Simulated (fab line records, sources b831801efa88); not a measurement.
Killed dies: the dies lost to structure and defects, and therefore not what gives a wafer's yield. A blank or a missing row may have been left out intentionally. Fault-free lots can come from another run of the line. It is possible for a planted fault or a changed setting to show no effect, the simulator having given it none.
The tool behind it: which one? ; flow sky130 ; Sampling: 10 lots, 30 wafers, 6 of 708 route steps

== WHAT THE GAUGES SHOWED, per wafer ==
SKY_METAL2_RS_MEAS_05: the measuring method here is four-point-probe. Usual: METAL2_ALCU_RS 0.1269 ohm/sq, standard deviation 0.0013.
lot;measured;on;METAL2_ALCU_RS (ohm/sq);flag
L911;day 34 14:52;filmMetro-01;0.1263 0.1280 0.1266;
L914;day 35 12:13;filmMetro-01;0.1267 0.1273 0.1268;
L916;day 36 06:58;filmMetro-01;0.1279 0.1252 0.1269;
L918;day 36 21:30;filmMetro-01;0.1272 0.1257 0.1266;
L917;day 36 23:30;filmMetro-01;0.1255 0.1265 0.1249;
L919;day 37 08:18;filmMetro-01;0.1260 0.1254 0.1260;
L920;day 37 21:52;filmMetro-01;0.1266 0.1268 0.1262;
L925;day 39 05:20;filmMetro-02;0.1295 0.1040 0.1286;OFF
L929;day 40 14:56;filmMetro-01;0.1256 0.1287 0.1286;
L930;day 40 18:16;filmMetro-01;0.1280 0.1285 0.1281;

SKY_METAL2_THK_MEAS_06: measures by xrf. Usual: METAL2_ALCU_THK 252.2 nm, standard deviation 2.8.
lot;measured;on;METAL2_ALCU_THK (nm);flag
L911;day 34 14:59;filmMetro-01;252.2 251.6 254.4;
L914;day 35 12:19;filmMetro-01;250.0 253.0 251.2;
L916;day 36 07:05;filmMetro-01;250.7 257.2 252.5;
L918;day 36 21:37;filmMetro-01;252.2 255.6 252.4;
L917;day 36 23:37;filmMetro-01;256.0 252.1 255.2;
L919;day 37 08:25;filmMetro-01;254.4 253.4 253.8;
L920;day 37 21:59;filmMetro-01;251.8 255.1 252.0;
L925;day 39 05:28;filmMetro-02;246.5 304.9 249.7;OFF
L929;day 40 15:02;filmMetro-01;254.7 246.4 250.3;
L930;day 40 18:23;filmMetro-01;247.7 248.8 250.0;

SKY_METAL2_CD_MEAS_15 targets a cd of 140 nm. Usual: cdNm 140.5 nm, standard deviation 1.6.
lot;measured;on;cdNm (nm);flag
L911;day 35 18:44;cdSem-02;139.7 141.4 139.8;
L914;day 36 14:37;cdSem-02;142.2 142.0 141.1;
L916;day 37 09:10;cdSem-01;137.4 138.2 138.1;
L918;day 37 23:55;cdSem-01;141.7 141.1 140.7;
L917;day 38 02:07;cdSem-01;140.7 141.7 140.8;
L919;day 38 10:14;cdSem-01;140.7 140.8 141.0;
L920;day 38 23:41;cdSem-02;139.0 139.2 138.4;
L925;day 40 05:32;cdSem-02;144.2 143.9 143.4;
L929;day 41 14:59;cdSem-01;138.4 140.2 138.0;
L930;day 41 18:20;cdSem-02;141.7 139.9 141.5;

SKY_METAL2_OVL_MEAS_16. Usual: METAL2_OVL -2 nm, standard deviation 6.3.
lot;measured;on;METAL2_OVL (nm);flag
L911;day 35 18:52;overlay-01;1 4 -4;
L914;day 36 14:43;overlay-02;7 3 3;
L916;day 37 09:16;overlay-01;-3 -6 -2;
L918;day 38 00:01;overlay-02;4 0 2;
L917;day 38 02:14;overlay-01;-4 -7 -1;
L919;day 38 10:20;overlay-02;-9 -7 -9;
L920;day 38 23:49;overlay-02;-3 -2 -9;
L925;day 40 05:40;overlay-01;-5 -7 -2;
L929;day 41 15:04;overlay-01;1 3 5;
L930;day 41 18:28;overlay-02;10 -2 1;

== WHAT TOOL EACH LOT RAN ON (gives the tool, then ch and the chambers of the sampled wafers, and finally the start) ==
lot;SKY_METAL1_ETCH_18;SKY_METAL2_SPUTTER_02
L911;rieMetal-04 ch 0,1, day 33 07:55;pvdSputter-04, day 34 14:47
L914;rieMetal-03 ch 0,1, day 34 05:18;pvdSputter-01, day 35 12:06
L916;rieMetal-04 ch 0, day 35 00:39;pvdSputter-01, day 36 06:51
L918;rieMetal-04 ch 1, day 35 16:29;pvdSputter-01, day 36 21:23
L917;rieMetal-03 ch 0,1, day 35 18:48;pvdSputter-03, day 36 23:24
L919;rieMetal-03 ch 0,1, day 36 02:58;pvdSputter-03, day 37 08:11
L920;rieMetal-02 ch 0,1, day 36 16:51;pvdSputter-03, day 37 21:46
L925;rieMetal-02 ch 0,1, day 37 21:40;pvdSputter-03, day 39 05:15
L929;rieMetal-02 ch 0,1, day 39 10:49;pvdSputter-04, day 40 14:49
L930;rieMetal-04 ch 0,1, day 39 13:58;pvdSputter-01, day 40 18:10
- SKY_METAL1_ETCH_18: etches BARC in N2/H2, stops on SiO2, time 45.9 s, target depth 60 nm.
- SKY_METAL2_SPUTTER_02: material AlCu, target thk 250 nm, time 13.3 s.

== WHAT THE TOOLS THEMSELVES READ (means of the sampled wafers that have a number; where no wafer has one, the mark that the record gives instead) ==
SKY_METAL1_ETCH_18. Usual: drypumpMotorCurrentA 6.0 A, standard deviation 0.4; n2FlowSccm 100.0 sccm, standard deviation 0.3; oesProductAu 0.855 a.u., standard deviation 0.0047; throttleValvePct 13.225 %, standard deviation 0.0091.
lot;tool;drypumpMotorCurrentA (A);n2FlowSccm (sccm);oesProductAu (a.u.);throttleValvePct (%);flag
L911;rieMetal-04;6.1;99.8;0.862;13.229;
L914;rieMetal-03;5.3;99.8;0.855;13.226;
L916;rieMetal-04;6.1;100.2;0.855;13.222;
L918;rieMetal-04;6.1;99.9;0.851;13.220;
L917;rieMetal-03;5.3;99.9;0.857;13.224;
L919;rieMetal-03;5.5;100.1;0.854;13.229;
L920;rieMetal-02;6.2;99.8;0.857;13.232;
L925;rieMetal-02;6.2;100.1;0.855;13.237;
L929;rieMetal-02;6.3;99.9;0.853;13.233;
L930;rieMetal-04;6.1;100.1;0.856;13.219;

SKY_METAL2_SPUTTER_02. Usual: throttleValvePct 30.1 %, standard deviation 0.92.
lot;tool;throttleValvePct (%);flag
L911;pvdSputter-04;29.1;
L914;pvdSputter-01;29.6;
L916;pvdSputter-01;30.2;
L918;pvdSputter-01;30.3;
L917;pvdSputter-03;30.8;
L919;pvdSputter-03;30.8;
L920;pvdSputter-03;29.5;
L925;pvdSputter-03;30.2;
L929;pvdSputter-04;29.9;
L930;pvdSputter-01;30.2;

== THE ANSWER, worked out from the rows above alone ==
Rule: a lot is off if the mean of its wafers that have a number lies more than 3 standard deviations from the usual mean. A lot without any number at a reading at which 4 lots or more have one is off too. Where the step has rows for the other lots, those lots are counted as sound. Order of review: gauges by route order, followed by the tools' own readings, for which a lot's mean as printed above is used. The first step at which some lot is off is used, and at that step the reading that is off furthest; a lot without a number counts as furthest.
Off: at SKY_METAL2_RS_MEAS_05 (METAL2_ALCU_RS), L925.
If a tool, at a process step before that reading, ran all the lots that are off and no sound lot after the first of them, it fits. Gauges at SKY_METAL2_RS_MEAS_05: tried the same way as those tools. Can't be told from this: 2 tools fit, pvdSputter-03 at SKY_METAL2_SPUTTER_02, filmMetro-02 at SKY_METAL2_RS_MEAS_05.

== WHAT THE SIMULATOR PUT IN ==
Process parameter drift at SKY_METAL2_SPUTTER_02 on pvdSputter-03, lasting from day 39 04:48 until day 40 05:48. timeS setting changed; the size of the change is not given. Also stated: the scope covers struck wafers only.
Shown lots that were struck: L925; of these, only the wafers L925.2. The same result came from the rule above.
